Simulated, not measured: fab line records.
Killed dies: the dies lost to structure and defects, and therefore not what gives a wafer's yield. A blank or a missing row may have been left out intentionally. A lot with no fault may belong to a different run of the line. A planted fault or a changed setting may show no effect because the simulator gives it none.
The tool behind it: which one? + flow gf180mcu + 12 lots with 36 wafers sampled at 5 steps, on a route of 602 steps

WHAT THE GAUGES SHOWED, per wafer
GF_CONTACT_RS_MEAS_25: measures by four-point-probe. Usual: CONTACT_W_RS typically reads 0.382 ohm/sq, with standard deviation 0.0043.
| lot  | measured     | on            | CONTACT_W_RS (ohm/sq) | flag |
|------|--------------|---------------|-----------------------|------|
| L964 | day 16 08:57 | film_metro-01 | 0.371 0.377 0.377     |      |
| L965 | day 16 16:25 | film_metro-04 | 0.378 0.382 0.383     |      |
| L966 | day 17 05:56 | film_metro-02 | 0.380 0.382 0.378     |      |
| L967 | day 17 06:20 | film_metro-01 | 0.380 0.381 0.383     |      |
| L969 | day 18 04:43 | film_metro-04 | 43.946 43.137 43.801  | OFF  |
| L970 | day 18 09:11 | film_metro-01 | 43.640 43.849 43.641  | OFF  |
| L971 | day 18 21:25 | film_metro-02 | 0.383 0.380 0.381     |      |
| L980 | day 22 02:34 | film_metro-01 | 0.386 0.386 0.389     |      |
| L984 | day 23 08:40 | film_metro-01 | 0.381 0.379 0.386     |      |
| L985 | day 23 16:30 | film_metro-01 | 0.386 0.386 0.391     |      |
| L986 | day 23 17:43 | film_metro-02 | 0.389 0.388 0.386     |      |
| L987 | day 24 00:17 | film_metro-04 | 0.377 0.382 0.377     |      |

GF_CONTACT_THK_MEAS_26: measures by xrf. Usual: CONTACT_W_THK typically reads 302 nm, with standard deviation 4.2.
| lot  | measured     | on            | CONTACT_W_THK (nm) | flag |
|------|--------------|---------------|--------------------|------|
| L964 | day 16 09:03 | film_metro-01 | 309 305 303        |      |
| L965 | day 16 16:31 | film_metro-04 | 307 303 305        |      |
| L966 | day 17 06:04 | film_metro-02 | 298 296 301        |      |
| L967 | day 17 06:26 | film_metro-01 | 308 307 305        |      |
| L969 | day 18 04:49 | film_metro-04 | <0 <0 <0           | OFF  |
| L970 | day 18 09:19 | film_metro-01 | <0 <0 <0           | OFF  |
| L971 | day 18 21:32 | film_metro-02 | 298 300 300        |      |
| L980 | day 22 02:41 | film_metro-01 | 299 298 298        |      |
| L984 | day 23 08:47 | film_metro-01 | 305 304 300        |      |
| L985 | day 23 16:35 | film_metro-01 | 299 299 294        |      |
| L986 | day 23 17:50 | film_metro-02 | 295 294 298        |      |
| L987 | day 24 00:23 | film_metro-04 | 309 305 309        |      |

WHAT TOOL EACH LOT RAN ON (gives the tool, then ch and the chambers of the sampled wafers, and finally the start)
| lot  | GF_SALICIDE_RTA_08               | GF_CONTACT_ETCH_16                 | GF_CONTACT_CVD_24             |
|------|----------------------------------|------------------------------------|-------------------------------|
| L964 | rtp_anneal-01 ch 0, day 15 08:53 | rie_diel-01 ch 1,2,3, day 16 08:14 | cvd_w-02 ch 0,1, day 16 08:50 |
| L965 | rtp_anneal-02 ch 0, day 15 16:48 | rie_diel-01 ch 0,1,2, day 16 15:43 | cvd_w-02 ch 0,1, day 16 16:17 |
| L966 | rtp_anneal-02 ch 0, day 16 05:40 | rie_diel-04 ch 0,2,3, day 17 05:16 | cvd_w-02 ch 0,1, day 17 05:50 |
| L967 | rtp_anneal-02 ch 0, day 16 06:06 | rie_diel-03 ch 1,2, day 17 05:37   | cvd_w-02 ch 0,1, day 17 06:13 |
| L969 | rtp_anneal-01 ch 0, day 17 03:35 | rie_diel-03 ch 2,3, day 18 04:01   | cvd_w-01 ch 0,1, day 18 04:37 |
| L970 | rtp_anneal-01 ch 0, day 17 08:34 | rie_diel-01 ch 0,3, day 18 08:26   | cvd_w-01 ch 0,1, day 18 09:05 |
| L971 | rtp_anneal-02 ch 0, day 17 20:01 | rie_diel-03 ch 0,1,3, day 18 20:44 | cvd_w-02 ch 0,1, day 18 21:19 |
| L980 | rtp_anneal-02 ch 0, day 21 01:40 | rie_diel-01 ch 0,2, day 22 01:53   | cvd_w-01 ch 0,1, day 22 02:28 |
| L984 | rtp_anneal-01 ch 0, day 22 06:41 | rie_diel-03 ch 0,1, day 23 07:47   | cvd_w-01 ch 1, day 23 08:31   |
| L985 | rtp_anneal-02 ch 0, day 22 18:03 | rie_diel-03 ch 0,1,3, day 23 15:41 | cvd_w-01 ch 0,1, day 23 16:21 |
| L986 | rtp_anneal-01 ch 0, day 22 19:34 | rie_diel-03 ch 0,1,2, day 23 17:04 | cvd_w-01 ch 0,1, day 23 17:37 |
| L987 | rtp_anneal-01 ch 0, day 23 00:25 | rie_diel-04 ch 1,2,3, day 23 23:35 | cvd_w-01 ch 0,1, day 24 00:11 |
- GF_SALICIDE_RTA_08: time 30 s.
- GF_CONTACT_ETCH_16: etches BARC in N2/H2.
- GF_CONTACT_CVD_24: deposits W, target thk 300 nm, time 90.339 s.

WHAT THE TOOLS THEMSELVES READ (means of the sampled wafers that have a number; where no wafer has one, the mark that the record gives instead)
GF_SALICIDE_RTA_08. Usual: lamp_power_pct 18.4 %, standard deviation 1.9; wafer_temp_C_max 802.9, standard deviation 0.58.
| lot  | tool          | lamp_power_pct (%) | wafer_temp_C_max | flag |
|------|---------------|--------------------|------------------|------|
| L964 | rtp_anneal-01 | 16.4               | 802.4            |      |
| L965 | rtp_anneal-02 | 20.3               | 802.7            |      |
| L966 | rtp_anneal-02 | 20.3               | 802.5            |      |
| L967 | rtp_anneal-02 | 20.3               | 803.1            |      |
| L969 | rtp_anneal-01 | 16.4               | 802.5            |      |
| L970 | rtp_anneal-01 | 16.4               | 802.7            |      |
| L971 | rtp_anneal-02 | 20.3               | 802.9            |      |
| L980 | rtp_anneal-02 | 20.3               | 803.4            |      |
| L984 | rtp_anneal-01 | 16.4               | 803.3            |      |
| L985 | rtp_anneal-02 | 20.3               | 803.3            |      |
| L986 | rtp_anneal-01 | 16.4               | 802.8            |      |
| L987 | rtp_anneal-01 | 16.4               | 802.7            |      |

GF_CONTACT_ETCH_16. Usual: bias_w 99.9 W, standard deviation 0.32; drypump_motor_current_A 5.6 A, standard deviation 0.43; oes_product_au 0.855 a.u., standard deviation 0.0054; throttle_valve_pct 13.224 %, standard deviation 0.0097.
| lot  | tool        | bias_w (W) | drypump_motor_current_A (A) | oes_product_au (a.u.) | throttle_valve_pct (%) | flag |
|------|-------------|------------|-----------------------------|-----------------------|------------------------|------|
| L964 | rie_diel-01 | 100.0      | 5.3                         | 0.852                 | 13.220                 |      |
| L965 | rie_diel-01 | 100.1      | 5.7                         | 0.856                 | 13.223                 |      |
| L966 | rie_diel-04 | 99.9       | 5.6                         | 0.857                 | 13.225                 |      |
| L967 | rie_diel-03 | 100.0      | 5.9                         | 0.863                 | 13.226                 |      |
| L969 | rie_diel-03 | 100.1      | 5.3                         | 0.854                 | 13.228                 |      |
| L970 | rie_diel-01 | 99.9       | 5.5                         | 0.855                 | 13.226                 |      |
| L971 | rie_diel-03 | 99.9       | 5.7                         | 0.858                 | 13.227                 |      |
| L980 | rie_diel-01 | 99.8       | 6.2                         | 0.851                 | 13.227                 |      |
| L984 | rie_diel-03 | 99.5       | 6.0                         | 0.855                 | 13.226                 |      |
| L985 | rie_diel-03 | 100.0      | 5.7                         | 0.859                 | 13.222                 |      |
| L986 | rie_diel-03 | 99.8       | 5.7                         | 0.856                 | 13.226                 |      |
| L987 | rie_diel-04 | 100.0      | 5.8                         | 0.852                 | 13.219                 |      |

GF_CONTACT_CVD_24. Usual: chamber_pressure_Torr 40.02 Torr, standard deviation 0.084; heater_power_outer_w 555 W, standard deviation 42; heater_power_w 886 W, standard deviation 70.
| lot  | tool     | chamber_pressure_Torr (Torr) | heater_power_outer_w (W) | heater_power_w (W) | flag |
|------|----------|------------------------------|--------------------------|--------------------|------|
| L964 | cvd_w-02 | 40.11                        | 539                      | 861                |      |
| L965 | cvd_w-02 | 39.97                        | 571                      | 896                |      |
| L966 | cvd_w-02 | 39.94                        | 572                      | 897                |      |
| L967 | cvd_w-02 | 40.05                        | 563                      | 904                |      |
| L969 | cvd_w-01 | -                            | -                        | -                  | OFF  |
| L970 | cvd_w-01 | -                            | -                        | -                  | OFF  |
| L971 | cvd_w-02 | 39.95                        | 569                      | 901                |      |
| L980 | cvd_w-01 | 40.07                        | 535                      | 859                |      |
| L984 | cvd_w-01 | 40.07                        | 507                      | 802                |      |
| L985 | cvd_w-01 | 39.97                        | 536                      | 858                |      |
| L986 | cvd_w-01 | 39.94                        | 576                      | 912                |      |
| L987 | cvd_w-01 | 39.94                        | 549                      | 859                |      |

THE ANSWER, worked out from the rows above alone
Rule: a lot counts as off when the mean over its wafers that have a number is more than 3 standard deviations away from the usual mean. Also off: a lot with no number at a reading for which 4 or more lots have one. Any other lot the step has rows for is counted as sound. After the gauges, taken in route order, come the tools' own readings; for these a lot's mean is taken, as printed above. The first step at which some lot is off is used, and at that step the reading that is off furthest; a lot without a number counts as furthest.
Off: at GF_CONTACT_RS_MEAS_25 (CONTACT_W_RS), L969, L970.
If a tool, at a process step before that reading, ran all the lots that are off and no sound lot after the first of them, it fits. Not tried: the gauges at GF_CONTACT_RS_MEAS_25; whatever is off there is also off at GF_CONTACT_CVD_24, on other tools, and gauge error can't account for it. No candidate that was tried fits.

WHAT WAS PUT IN BY THE SIMULATOR
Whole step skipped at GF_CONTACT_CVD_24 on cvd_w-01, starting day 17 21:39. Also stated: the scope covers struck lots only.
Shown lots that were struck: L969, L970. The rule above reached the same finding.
